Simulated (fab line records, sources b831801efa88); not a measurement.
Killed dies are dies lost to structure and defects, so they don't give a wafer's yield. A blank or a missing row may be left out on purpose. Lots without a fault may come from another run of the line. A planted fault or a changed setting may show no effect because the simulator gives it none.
fab line records | flow gf180mcu | part 1 of 2: steps 1 to 22 of 31
record lots=5 wafers=15 last_day=33
route steps=602 shown MVSD@70 MVPSD@78 VT_IMPLANT@90
lots that met no fault: from a run of the same line without faults
start_h: hours from the record's first day to the start of the lot's first wafer shown | wait_h: hours since the lot's step before | " the same as in the row above | L1.1+2: a row that stands for several wafers | - no value, or no start given | * or withheld: withheld | < > ~ a bound
route shown NAME@n: a module of which the file shows steps, and the number in the route of the first | usual: mean/standard deviation of fault-free wafers | same: alike in all rows | chamber/n: place in a boat | sites: the reading at each site | _std_site: their standard deviation | _edge_site: outer sites' mean less inner sites' | radius_mm: how far each site lies from the wafer's centre | mask NAME#n: copy n | behind: the tool/chamber that last shaped the wafer | hold: why the lot was held/for how many hours/how that ended | device: the transistor (n, p or np) that didn't switch | end of line: the same wafers' tests at the end of the route | a step without rows: its recipe alone | killed: dies lost to structure and defects at the first sort, not the wafer's yield | map: a wafer's dies, x killed, . not, _ none there
set.NAME: the setting as run; set.NAME@STEP: as run at that earlier step | model.NAME: the simulator's own value behind a step, which no gauge read
lots at some steps of the route; a table a step, a row a wafer
services: from which hour (start_h, from the record's first day; less than 0 if before it) a tool's chamber was out of use, for how many hours, and why
## steps
# step GF_MVSD_EXPOSE_04
# recipe mask_id=MVSD target_cd_nm=1000 na=0.6 source_shape=conventional sigma_outer=0.6 dose_mj=260
# usual reticle_temp_C=23.00/0.12 stage_vel_mm_s=500.03/0.28
# columns lot.wafer tool chamber start_h wait_h mask reticle_temp_C stage_vel_mm_s
L076.1 iline_stepper-02 0 - - MVSD#0 22.90 499.78
L076.3 " 0 " " MVSD#0 23.00 500.25
L076.5 " 0 " " MVSD#0 22.86 499.76
L078.2 iline_stepper-02 0 - - MVSD#0 23.06 500.07
L078.5 " 0 " " MVSD#0 22.94 500.14
L078.6 " 0 " " MVSD#0 23.15 499.69
L083.1 iline_stepper-01 0 - - MVSD#0 23.21 499.95
L083.3 " 0 " " MVSD#0 23.04 499.90
L083.6 " 0 " " MVSD#0 23.17 500.04
L090.1 iline_stepper-01 0 - - MVSD#0 23.13 500.17
L090.3 " 0 " " MVSD#0 23.12 500.41
L090.4 " 0 " " MVSD#0 23.00 499.74
L091.2 iline_stepper-02 0 - - MVSD#0 22.98 500.02
L091.5 " 0 " " MVSD#0 23.10 499.61
L091.6 " 0 " " MVSD#0 23.08 499.98
# step GF_MVSD_PEB_05
# recipe temp_c=115 time_s=withheld
# usual exhaust_pa=45.0/0.82
# columns lot.wafer tool chamber start_h wait_h exhaust_pa
L076.1 litho_track-04 0 - - 45.7
L076.3 " 0 " " 45.4
L076.5 " 0 " " 47.4
L078.2 litho_track-02 0 - - 46.1
L078.5 " 0 " " 44.1
L078.6 " 0 " " 45.1
L083.1 litho_track-02 0 - - 45.0
L083.3 " 0 " " 44.9
L083.6 " 0 " " 45.2
L090.1 litho_track-02 0 - - 44.7
L090.3 " 0 " " 44.9
L090.4 " 0 " " 44.9
L091.2 litho_track-02 0 - - 42.4
L091.5 " 0 " " 45.4
L091.6 " 0 " " 44.0
# step GF_MVSD_DEVELOP_06
# recipe wall_angle_deg=90 develop_time_s=60 dev_temp_c=23
# usual exhaust_pa=45.2/0.97
# columns lot.wafer tool chamber start_h wait_h exhaust_pa
L076.1 litho_track-04 0 - - 45.0
L076.3 " 0 " " 45.5
L076.5 " 0 " " 44.7
L078.2 litho_track-02 0 - - 43.9
L078.5 " 0 " " 43.7
L078.6 " 0 " " 43.4
L083.1 litho_track-02 0 - - 45.7
L083.3 " 0 " " 46.0
L083.6 " 0 " " 46.2
L090.1 litho_track-02 0 - - 45.6
L090.3 " 0 " " 46.9
L090.4 " 0 " " 45.9
L091.2 litho_track-02 0 - - 46.6
L091.5 " 0 " " 44.7
L091.6 " 0 " " 45.3
# step GF_MVSD_OVL_MEAS_07
# usual MVSD_OVL=-0.8/1.5
# columns lot.wafer tool chamber start_h wait_h MVSD_OVL[nm]
L076.1 overlay-02 - 94.26 - -1.4
L076.3 " - " " -2.6
L076.5 " - " " -1.9
L078.2 overlay-01 - 104.49 - -2.3
L078.5 " - " " -1.6
L078.6 " - " " -2.5
L083.1 overlay-02 - 132.23 - 0.6
L083.3 " - " " 0.0
L083.6 " - " " 0.7
L090.1 overlay-02 - 174.83 - -1.1
L090.3 " - " " -0.4
L090.4 " - " " -0.1
L091.2 overlay-01 - 181.03 - -1.2
L091.5 " - " " -1.0
L091.6 " - " " -0.4
# step GF_MVSD_IMPLANT_08
# recipe species=P energy_kev=400 dose_cm2=1.6e+13 tilt_deg=0
# usual beam_energy_keV=399.96/0.14 beam_on_s=10.00/0.2 dose_ions_cm2=1.5999e+13/1.8e+10
# columns lot.wafer tool chamber start_h wait_h beam_energy_keV beam_on_s dose_ions_cm2
L076.1 implanter-03 0 94.30 0.0 399.80 9.92 1.6014e+13
L076.3 " 0 " " 399.88 9.65 1.6014e+13
L076.5 " 0 " " 399.80 9.92 1.6003e+13
L078.2 implanter-04 0 104.54 0.0 399.95 9.77 1.6009e+13
L078.5 " 0 " " 400.23 9.81 1.5995e+13
L078.6 " 0 " " 400.17 10.18 1.5995e+13
L083.1 implanter-02 0 132.27 0.0 399.83 10.34 1.6007e+13
L083.3 " 0 " " 399.69 10.13 1.5978e+13
L083.6 " 0 " " 399.88 9.87 1.5978e+13
L090.1 implanter-04 0 174.86 0.0 399.88 9.79 1.5991e+13
L090.3 " 0 " " 399.99 10.05 1.5982e+13
L090.4 " 0 " " 399.85 9.90 1.5996e+13
L091.2 implanter-03 0 181.09 0.0 399.81 10.09 1.6028e+13
L091.5 " 0 " " 399.98 9.96 1.6027e+13
L091.6 " 0 " " 399.75 9.83 1.602e+13
# step GF_MVSD_IMPLANT_09
# recipe species=P energy_kev=100 dose_cm2=5e+12 tilt_deg=0
# usual beam_energy_keV=100.00/0.028 beam_on_s=10.01/0.21 dose_ions_cm2=4.999e+12/4.9e+09
# columns lot.wafer tool chamber start_h wait_h beam_energy_keV beam_on_s dose_ions_cm2
L076.1 implanter-03 0 94.45 0.1 99.971 10.44 5.004e+12
L076.3 " 0 " " 100.04 9.69 5e+12
L076.5 " 0 " " 99.976 10.33 4.998e+12
L078.2 implanter-04 0 104.69 0.1 100.00 9.74 5.002e+12
L078.5 " 0 " " 100.00 9.77 5.004e+12
L078.6 " 0 " " 99.997 10.03 5.003e+12
L083.1 implanter-02 0 132.42 0.1 99.992 10.18 4.996e+12
L083.3 " 0 " " 100.000 10.35 4.998e+12
L083.6 " 0 " " 100.00 10.15 4.997e+12
L090.1 implanter-04 0 175.01 0.1 99.981 9.88 4.996e+12
L090.3 " 0 " " 100.02 9.99 4.999e+12
L090.4 " 0 " " 99.980 9.98 5.005e+12
L091.2 implanter-03 0 181.24 0.1 100.05 9.82 5.003e+12
L091.5 " 0 " " 100.03 10.13 5.003e+12
L091.6 " 0 " " 100.00 10.55 5.002e+12
# step GF_MVSD_STRIP_10
# recipe chemistry=O2/N2 power_w=1400 pressure_mtorr=1500 platen_temp_c=250 o2_flow_sccm=3000 n2_flow_sccm=300 overash_fraction=0.5
# usual drypump_motor_current_A=5.9/0.46 heater_power_w=303/17 n2_flow_sccm=299.9/0.87 oes_product_au=0.723/0.0042 strip_time_to_endpoint_s=36.98/0.12
# columns lot.wafer tool chamber start_h wait_h drypump_motor_current_A heater_power_w n2_flow_sccm oes_product_au rf_hours_counter_h strip_time_to_endpoint_s
L076.1 plasma_asher-01 1 94.60 0.1 5.8 306 299.4 0.714 45 37.12
L076.3 " 0 " " 6.2 286 299.9 0.731 - 37.22
L076.5 " 0 " " 6.2 283 300.9 0.725 - 37.19
L078.2 plasma_asher-01 0 104.82 0.1 6.2 284 300.8 0.723 46 36.87
L078.5 " 1 " " 5.8 304 298.9 0.725 - 36.89
L078.6 " 0 " " 6.2 276 300.1 0.722 - 36.87
L083.1 plasma_asher-04 1 132.57 0.1 5.6 333 301.5 0.722 1 37.05
L083.3 " 0 " " 5.1 302 300.5 0.727 - 37.06
L083.6 " 0 " " 5.2 302 299.8 0.718 - 37.06
L090.1 plasma_asher-01 1 175.16 0.1 5.8 304 300.9 0.721 54 36.75
L090.3 " 1 " " 5.8 306 299.0 0.727 - 36.79
L090.4 " 0 " " 6.2 284 300.5 0.723 - 36.92
L091.2 plasma_asher-01 1 181.36 0.1 5.8 308 299.1 0.721 55 36.94
L091.5 " 1 " " 5.8 300 298.1 0.721 - 37.03
L091.6 " 0 " " 6.2 284 301.3 0.716 - 37.06
# step GF_MVSD_TW_MEAS_11
# usual MVSD_TW=1571/7.8
# columns lot.wafer tool chamber start_h wait_h MVSD_TW
L076.1 film_metro-02 - 94.70 0.1 1582
L076.3 " - " " 1584
L076.5 " - " " 1576
L078.2 film_metro-04 - 104.93 0.1 1554
L078.5 " - " " 1559
L078.6 " - " " 1562
L083.1 film_metro-02 - 132.67 0.1 1581
L083.3 " - " " 1570
L083.6 " - " " 1586
L090.1 film_metro-01 - 175.26 0.1 1566
L090.3 " - " " 1561
L090.4 " - " " 1562
L091.2 film_metro-01 - 181.47 0.1 1562
L091.5 " - " " 1566
L091.6 " - " " 1567
# step GF_MVPSD_DEHYDRATE_00
# recipe temp_c=198.3 time_s=60
# usual exhaust_pa=44.9/0.89
# columns lot.wafer tool chamber start_h wait_h exhaust_pa
L076.1 litho_track-04 0 101.61 6.9 44.1
L076.3 " 0 " " 44.8
L076.5 " 0 " " 43.6
L078.2 litho_track-04 0 111.49 6.6 43.6
L078.5 " 0 " " 44.1
L078.6 " 0 " " 45.5
L083.1 litho_track-04 0 139.86 7.2 45.0
L083.3 " 0 " " 44.4
L083.6 " 0 " " 45.9
L090.1 litho_track-04 0 182.96 7.7 44.6
L090.3 " 0 " " 45.9
L090.4 " 0 " " 45.3
L091.2 litho_track-03 0 189.83 8.4 44.2
L091.5 " 0 " " 44.8
L091.6 " 0 " " 43.6
# step GF_MVPSD_HMDS_01
# recipe prime_time_s=60 prime_temp_c=120
# usual exhaust_pa=44.9/0.9
# columns lot.wafer tool chamber start_h wait_h exhaust_pa
L076.1 litho_track-04 0 101.76 0.1 45.8
L076.3 " 0 " " 45.6
L076.5 " 0 " " 45.2
L078.2 litho_track-04 0 111.64 0.1 44.8
L078.5 " 0 " " 44.4
L078.6 " 0 " " 45.0
L083.1 litho_track-04 0 140.01 0.1 45.2
L083.3 " 0 " " 44.8
L083.6 " 0 " " 45.5
L090.1 litho_track-04 0 183.11 0.1 44.7
L090.3 " 0 " " 45.4
L090.4 " 0 " " 45.5
L091.2 litho_track-03 0 189.98 0.1 43.7
L091.5 " 0 " " 45.0
L091.6 " 0 " " 44.7
# step GF_MVPSD_COAT_02
# recipe spin_rpm=2000 resist_thk_nm=3000
# usual exhaust_pa=45.1/0.93
# columns lot.wafer tool chamber start_h wait_h exhaust_pa
L076.1 litho_track-04 0 101.91 0.1 44.1
L076.3 " 0 " " 45.3
L076.5 " 0 " " 44.7
L078.2 litho_track-04 0 111.79 0.1 44.8
L078.5 " 0 " " 44.4
L078.6 " 0 " " 44.7
L083.1 litho_track-04 0 140.16 0.1 44.0
L083.3 " 0 " " 43.2
L083.6 " 0 " " 43.7
L090.1 litho_track-04 0 183.26 0.1 44.9
L090.3 " 0 " " 44.0
L090.4 " 0 " " 44.7
L091.2 litho_track-03 0 190.13 0.1 44.5
L091.5 " 0 " " 46.1
L091.6 " 0 " " 45.0
# step GF_MVPSD_SOFTBAKE_03
# recipe temp_c=110 time_s=withheld
# usual exhaust_pa=45.2/0.74
# columns lot.wafer tool chamber start_h wait_h exhaust_pa
L076.1 litho_track-04 0 102.06 0.1 45.2
L076.3 " 0 " " 45.0
L076.5 " 0 " " 45.3
L078.2 litho_track-04 0 111.94 0.1 44.4
L078.5 " 0 " " 45.7
L078.6 " 0 " " 45.4
L083.1 litho_track-04 0 140.31 0.1 44.1
L083.3 " 0 " " 44.9
L083.6 " 0 " " 44.9
L090.1 litho_track-04 0 183.41 0.1 46.3
L090.3 " 0 " " 46.4
L090.4 " 0 " " 45.2
L091.2 litho_track-03 0 190.29 0.1 44.9
L091.5 " 0 " " 45.3
L091.6 " 0 " " 45.4
# step GF_MVPSD_EXPOSE_04
# recipe mask_id=MVPSD target_cd_nm=1000 na=0.6 source_shape=conventional sigma_outer=0.6 dose_mj=260
# usual reticle_temp_C=23.01/0.11 stage_vel_mm_s=499.93/0.25
# columns lot.wafer tool chamber start_h wait_h mask reticle_temp_C stage_vel_mm_s
L076.1 iline_stepper-01 0 - - MVPSD#0 23.02 500.09
L076.3 " 0 " " MVPSD#0 23.03 499.95
L076.5 " 0 " " MVPSD#0 22.84 499.98
L078.2 iline_stepper-02 0 - - MVPSD#0 23.10 500.11
L078.5 " 0 " " MVPSD#0 22.96 499.52
L078.6 " 0 " " MVPSD#0 23.12 500.07
L083.1 iline_stepper-02 0 - - MVPSD#0 22.94 499.86
L083.3 " 0 " " MVPSD#0 22.95 499.82
L083.6 " 0 " " MVPSD#0 22.85 499.89
L090.1 iline_stepper-02 0 - - MVPSD#0 23.11 500.33
L090.3 " 0 " " MVPSD#0 23.12 499.86
L090.4 " 0 " " MVPSD#0 23.02 500.20
L091.2 iline_stepper-02 0 - - MVPSD#0 23.06 499.92
L091.5 " 0 " " MVPSD#0 23.00 499.88
L091.6 " 0 " " MVPSD#0 23.05 499.74
# step GF_MVPSD_PEB_05
# recipe temp_c=115 time_s=withheld
# usual exhaust_pa=45.0/0.78
# columns lot.wafer tool chamber start_h wait_h exhaust_pa
L076.1 litho_track-04 0 - - 45.6
L076.3 " 0 " " 44.5
L076.5 " 0 " " 44.4
L078.2 litho_track-03 0 - - 44.6
L078.5 " 0 " " 43.9
L078.6 " 0 " " 45.2
L083.1 litho_track-04 0 - - 44.8
L083.3 " 0 " " 45.0
L083.6 " 0 " " 45.8
L090.1 litho_track-01 0 - - 46.0
L090.3 " 0 " " 45.4
L090.4 " 0 " " 45.5
L091.2 litho_track-04 0 - - 45.1
L091.5 " 0 " " 45.1
L091.6 " 0 " " 45.8
# step GF_MVPSD_DEVELOP_06
# recipe wall_angle_deg=90 develop_time_s=60 dev_temp_c=23
# usual exhaust_pa=45.0/0.74
# columns lot.wafer tool chamber start_h wait_h exhaust_pa
L076.1 litho_track-04 0 - - 44.9
L076.3 " 0 " " 46.1
L076.5 " 0 " " 44.9
L078.2 litho_track-03 0 - - 44.8
L078.5 " 0 " " 44.7
L078.6 " 0 " " 44.6
L083.1 litho_track-04 0 - - 45.3
L083.3 " 0 " " 45.3
L083.6 " 0 " " 44.4
L090.1 litho_track-01 0 - - 46.0
L090.3 " 0 " " 45.8
L090.4 " 0 " " 45.9
L091.2 litho_track-04 0 - - 44.6
L091.5 " 0 " " 45.9
L091.6 " 0 " " 44.7
# step GF_MVPSD_OVL_MEAS_07
# usual MVPSD_OVL=-1.3/1.5
# columns lot.wafer tool chamber start_h wait_h MVPSD_OVL[nm]
L076.1 overlay-02 - 109.41 - -2.7
L076.3 " - " " 0.0
L076.5 " - " " -1.6
L078.2 overlay-01 - 119.97 - -0.5
L078.5 " - " " -2.3
L078.6 " - " " 0.3
L083.1 overlay-01 - 147.66 - 0.1
L083.3 " - " " -0.9
L083.6 " - " " -1.0
L090.1 overlay-01 - 192.54 - -1.4
L090.3 " - " " 1.3
L090.4 " - " " -0.3
L091.2 overlay-01 - 198.82 - -0.6
L091.5 " - " " 0.3
L091.6 " - " " 0.8
# step GF_MVPSD_IMPLANT_08
# recipe species=B energy_kev=170 dose_cm2=1.5e+13 tilt_deg=0
# usual beam_energy_keV=170.00/0.054 beam_on_s=9.98/0.2 dose_ions_cm2=1.4999e+13/1.7e+10
# columns lot.wafer tool chamber start_h wait_h beam_energy_keV beam_on_s dose_ions_cm2
L076.1 implanter-03 0 109.45 0.0 170.04 10.01 1.5011e+13
L076.3 " 0 " " 170.03 9.91 1.5024e+13
L076.5 " 0 " " 170.02 10.03 1.4971e+13
L078.2 implanter-03 0 120.02 0.0 169.91 10.32 1.4993e+13
L078.5 " 0 " " 169.93 9.79 1.4984e+13
L078.6 " 0 " " 169.96 10.21 1.4986e+13
L083.1 implanter-04 0 147.70 0.0 170.07 10.17 1.5011e+13
L083.3 " 0 " " 170.02 10.26 1.5004e+13
L083.6 " 0 " " 170.07 10.24 1.5008e+13
L090.1 implanter-01 0 192.58 0.0 170.04 9.75 1.4987e+13
L090.3 " 0 " " 169.99 10.07 1.5007e+13
L090.4 " 0 " " 169.99 9.77 1.4993e+13
L091.2 implanter-03 0 198.87 0.0 169.88 9.67 1.4993e+13
L091.5 " 0 " " 169.97 9.91 1.5023e+13
L091.6 " 0 " " 169.91 9.50 1.5005e+13
# step GF_MVPSD_IMPLANT_09
# recipe species=B energy_kev=40 dose_cm2=5e+12 tilt_deg=0
# usual beam_energy_keV=39.999/0.012 beam_on_s=9.99/0.19 dose_ions_cm2=5e+12/5.1e+09
# columns lot.wafer tool chamber start_h wait_h beam_energy_keV beam_on_s dose_ions_cm2
L076.1 implanter-03 0 109.60 0.1 40.003 9.77 5.001e+12
L076.3 " 0 " " 39.991 9.87 4.999e+12
L076.5 " 0 " " 39.981 9.82 4.994e+12
L078.2 implanter-03 0 120.17 0.1 39.994 10.11 5.002e+12
L078.5 " 0 " " 39.997 10.13 5.004e+12
L078.6 " 0 " " 39.987 10.07 5.005e+12
L083.1 implanter-04 0 147.85 0.1 40.015 10.28 5.002e+12
L083.3 " 0 " " 39.999 9.94 4.994e+12
L083.6 " 0 " " 40.002 10.11 5.001e+12
L090.1 implanter-01 0 192.73 0.1 40.004 9.94 4.997e+12
L090.3 " 0 " " 39.989 10.35 4.99e+12
L090.4 " 0 " " 40.010 10.32 4.996e+12
L091.2 implanter-03 0 199.02 0.1 39.990 9.63 4.995e+12
L091.5 " 0 " " 40.011 9.79 4.999e+12
L091.6 " 0 " " 39.994 9.88 4.993e+12
# step GF_MVPSD_STRIP_10
# recipe chemistry=O2/N2 power_w=1400 pressure_mtorr=1500 platen_temp_c=250 o2_flow_sccm=3000 n2_flow_sccm=300 overash_fraction=0.5
# usual drypump_motor_current_A=5.7/0.5 heater_power_w=317/25 n2_flow_sccm=300.1/0.92 oes_product_au=0.723/0.0048 strip_time_to_endpoint_s=36.96/0.13
# columns lot.wafer tool chamber start_h wait_h drypump_motor_current_A heater_power_w n2_flow_sccm oes_product_au rf_hours_counter_h strip_time_to_endpoint_s
L076.1 plasma_asher-01 1 109.75 0.1 5.8 297 299.5 0.721 47 37.02
L076.3 " 1 " " 5.8 297 302.3 0.715 - 37.06
L076.5 " 0 " " 6.2 284 300.1 0.729 - 37.03
L078.2 plasma_asher-01 0 120.30 0.1 6.2 283 300.6 0.727 49 37.23
L078.5 " 1 " " 5.8 307 300.5 0.723 - 37.19
L078.6 " 0 " " 6.2 280 301.3 0.720 - 37.20
L083.1 plasma_asher-04 0 148.00 0.1 5.1 304 299.5 0.727 3 36.95
L083.3 " 0 " " 5.1 303 298.8 0.716 - 37.01
L083.6 " 0 " " 5.1 308 297.6 0.722 - 36.94
L090.1 plasma_asher-01 0 192.88 0.1 6.2 284 300.0 0.725 56 36.99
L090.3 " 0 " " 6.2 282 300.7 0.718 - 36.87
L090.4 " 1 " " 5.8 310 301.9 0.722 - 36.96
L091.2 plasma_asher-01 1 199.15 0.1 5.8 305 300.0 0.722 57 36.94
L091.5 " 0 " " 6.2 280 300.9 0.720 - 36.83
L091.6 " 1 " " 5.8 303 299.4 0.731 - 36.98
# step GF_MVPSD_TW_MEAS_11
# usual MVPSD_TW=549.0/2.7
# columns lot.wafer tool chamber start_h wait_h MVPSD_TW
L076.1 film_metro-01 - 109.85 0.1 546.3
L076.3 " - " " 547.0
L076.5 " - " " 546.3
L078.2 film_metro-01 - 120.41 0.1 549.0
L078.5 " - " " 549.6
L078.6 " - " " 551.8
L083.1 film_metro-04 - 148.10 0.1 551.1
L083.3 " - " " 551.9
L083.6 " - " " 549.9
L090.1 film_metro-01 - 192.98 0.1 548.1
L090.3 " - " " 550.0
L090.4 " - " " 548.5
L091.2 film_metro-02 - 199.26 0.1 551.5
L091.5 " - " " 552.4
L091.6 " - " " 554.5
# step GF_VT_IMPLANT_DEHYDRATE_00
# recipe temp_c=200 time_s=60
# usual exhaust_pa=45.0/0.77
# columns lot.wafer tool chamber start_h wait_h exhaust_pa
L076.1 litho_track-01 0 115.89 6.0 44.0
L076.3 " 0 " " 43.7
L076.5 " 0 " " 45.1
L078.2 litho_track-03 0 127.29 6.9 45.8
L078.5 " 0 " " 44.9
L078.6 " 0 " " 45.9
L083.1 litho_track-03 0 155.76 7.7 45.0
L083.3 " 0 " " 44.6
L083.6 " 0 " " 44.6
L090.1 litho_track-03 0 200.91 7.9 45.5
L090.3 " 0 " " 45.9
L090.4 " 0 " " 44.3
L091.2 litho_track-02 0 207.25 8.0 44.8
L091.5 " 0 " " 44.3
L091.6 " 0 " " 44.7
# step GF_VT_IMPLANT_HMDS_01
# recipe prime_time_s=60 prime_temp_c=120
# usual exhaust_pa=45.0/0.97
# columns lot.wafer tool chamber start_h wait_h exhaust_pa
L076.1 litho_track-01 0 116.04 0.1 44.6
L076.3 " 0 " " 43.3
L076.5 " 0 " " 44.7
L078.2 litho_track-03 0 127.44 0.1 44.6
L078.5 " 0 " " 45.6
L078.6 " 0 " " 46.2
L083.1 litho_track-03 0 155.91 0.1 46.1
L083.3 " 0 " " 45.5
L083.6 " 0 " " 44.6
L090.1 litho_track-03 0 201.06 0.1 44.3
L090.3 " 0 " " 44.7
L090.4 " 0 " " 44.7
L091.2 litho_track-02 0 207.40 0.1 46.7
L091.5 " 0 " " 46.2
L091.6 " 0 " " 43.3
